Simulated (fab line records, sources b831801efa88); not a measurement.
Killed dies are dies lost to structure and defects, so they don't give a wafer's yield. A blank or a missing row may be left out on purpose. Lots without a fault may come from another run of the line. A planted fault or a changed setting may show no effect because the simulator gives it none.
One fault seen from 2 desks | flow sky130 | each desk has only its own numbers; what lay behind them comes last

THE METROLOGY DESK
What the gauges read, lot by lot, whatever tool the lot ran on: means of the sampled wafers that have a number. A lot is out of limits, marked OUT, if its mean lies more than 4 standard deviations from the usual mean; the brackets give that distance.
Columns: A = LI_CONTACT_W_THK at SKY_LI_CONTACT_THK_MEAS_23, usual 413 nm; B = LOCAL_INTERCONNECT_TIN_RS at SKY_LOCAL_INTERCONNECT_RS_MEAS_01, usual 14.11 ohm/sq; C = LOCAL_INTERCONNECT_TIN_THK at SKY_LOCAL_INTERCONNECT_THK_MEAS_02, usual 99.2 nm
lot  | first seen here | A   | B               | C
L271 | day 30 08:29    | 407 | 14.12           | 99.0
L272 | day 30 19:02    | 427 | 14.14           | 99.9
L273 | day 30 23:18    | 414 | 14.18           | 98.2
L277 | day 32 06:26    | 410 | 14.23           | 98.6
L279 | day 33 13:31    | 410 | 14.00           | 100.5
L284 | day 35 03:39    | 420 | 16.89 (+19) OUT | 84.0 (-12) OUT
L282 | day 35 06:33    | 418 | 17.51 (+23) OUT | 81.2 (-14) OUT
L287 | day 35 13:23    | 423 | 14.04           | 99.2
L290 | day 36 14:38    | 412 | 14.30           | 97.0
L291 | day 36 16:56    | 421 | 14.16           | 98.6
This desk's finding: out of limits on L282, L284; first on L284, day 35 04:06 (LOCAL_INTERCONNECT_TIN_RS at SKY_LOCAL_INTERCONNECT_RS_MEAS_01). In limits: L271, L272, L273, L277, L279, L287, L290, L291.

THE TOOL OWNER'S DESK: pvd_sputter-02
The tool's own readings at SKY_LOCAL_INTERCONNECT_SPUTTER_00 (material TiN, target thk 100 nm, time 83.3 s): means of the sampled wafers that have a number, for each lot that ran on this tool. A lot is out of limits, marked OUT, if its mean lies more than 4 standard deviations from the usual mean; the brackets give that distance.
Columns: A = cathode_dc_power_W at SKY_LOCAL_INTERCONNECT_SPUTTER_00, usual 6500.0 W; B = throttle_valve_pct at SKY_LOCAL_INTERCONNECT_SPUTTER_00, usual 30.6 %
lot  | first seen here | A                        | B
L273 | day 30 23:40    | 6500.5                   | 30.3
L277 | day 32 06:47    | 6498.9                   | 30.3
L279 | day 33 14:01    | 6500.4                   | 29.9
L284 | day 35 03:59    | 5334.8 (-99 or more) OUT | 29.8
L282 | day 35 06:55    | 5336.3 (-99 or more) OUT | 30.3
This desk's finding: out of limits on L282, L284; first on L284, day 35 03:59 (cathode_dc_power_W at SKY_LOCAL_INTERCONNECT_SPUTTER_00). In limits: L273, L277, L279.

PUT TOGETHER
The tool owner's desk could have raised an alarm at day 35 03:59, on L282, L284.
The metrology desk could have raised an alarm at day 35 04:06, on L282, L284.
Of the lots named, all ran SKY_LOCAL_INTERCONNECT_SPUTTER_00 on pvd_sputter-02.

WHAT THE SIMULATOR HAD PUT IN
Process parameter drift: pvd_sputter-02, from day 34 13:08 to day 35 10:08, at SKY_LOCAL_INTERCONNECT_SPUTTER_00. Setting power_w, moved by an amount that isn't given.
Lots struck among those shown: L282, L284.
Hours from the fault's start to each desk's first reading out of limits: the tool owner's desk, 15; the metrology desk, 15.
